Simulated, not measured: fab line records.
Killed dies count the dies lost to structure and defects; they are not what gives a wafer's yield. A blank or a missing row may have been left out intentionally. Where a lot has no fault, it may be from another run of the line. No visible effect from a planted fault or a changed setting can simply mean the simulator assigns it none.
Struck lot and sound lot, side by side :: flow gf180mcu :: 14 out of 602 route steps
Sound: the wafers L183.1, L183.4, L183.5. Wafers L189.2, L189.5, L189.6 were the ones struck. Last of all comes the cause.
Per side, at each step with rows, come the tool, then ch with its chambers, and then its first start. Under that, the readings that differ: sound wafers :: struck wafers :: difference of the means :: sigmas: that difference in standard deviations of wafers without a fault.
alike: same words and numbers on both sides, and readings whose means sit less than 2 such deviations apart. not compared: any withheld reading, any reading some wafer has no value for, any bound like >300 that may hide the same value, and any number with overlapping values for which the record gives no deviation.
A row with sigmas, a row that says differs or no value, or rows on one side alone: a step with any of these is where the two part. Numbers that have no deviation but don't overlap get no sigmas and don't part them. A reading that every wafer of one side lacks parts them only if that side has two wafers or more.

first, 8 steps without rows for these wafers: GF_V1_DEHYDRATE_06 (time 60 s); GF_V1_HMDS_07 (prime time 60 s); GF_V1_COAT_08; GF_V1_COAT_09 (resist thk 1000 nm); GF_V1_SOFTBAKE_10 (time 60 s); GF_V1_EXPOSE_11 (exposes mask Via1, target cd 260 nm); GF_V1_PEB_12 (peb time 90 s); GF_V1_DEVELOP_13 (develop time 60 s).
GF_V1_CD_MEAS_14: target cd 260 nm.
  sound on cdSem-01, day 19 20:45; struck on cdSem-01, day 21 22:51
  alike: cdNm
GF_V1_OVL_MEAS_15:
  sound on overlay-02, day 19 20:52; struck on overlay-01, day 21 22:57
  alike: V1_OVL
GF_V1_ETCH_16: etches BARC in N2/H2.
  sound on rieDiel-01 ch 0,1,3, day 19 20:55; struck on rieDiel-01 ch 0,1,3, day 21 22:59
  alike: drypumpMotorCurrentA, oesProductAu, throttleValvePct
GF_V1_ETCH_17: etches SiO2 in C4F8/O2/Ar, stops on TiN, target depth 630 nm.
  sound on rieDiel-01 ch 0,1,3; struck on rieDiel-01 ch 0,1,3
  alike: oesProductAu
GF_V1_STRIP_18: strips in O2/N2.
  sound on plasmaAsher-03 ch 0,1, day 19 21:02; struck on plasmaAsher-02 ch 0,1, day 21 23:07
  no value came back on the struck wafers for chamberPressureMTorr (mTorr), drypumpMotorCurrentA (A), heaterPowerW (W), oesProductAu (a.u.); on the sound wafers chamberPressureMTorr (mTorr) reads 1499.3 1498.7 1500.1
  not compared: rfHoursCounterH
then, 1 step without rows for these wafers: GF_V1_STRIP_19 (strips in post etch residue remover, time 1200 s).

## WHERE THEY PART
Only at GF_V1_STRIP_18, within this record.

WHY: whatever the simulator had introduced
Beginning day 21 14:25, the whole step at GF_V1_STRIP_18 was skipped on plasmaAsher-02. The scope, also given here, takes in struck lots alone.
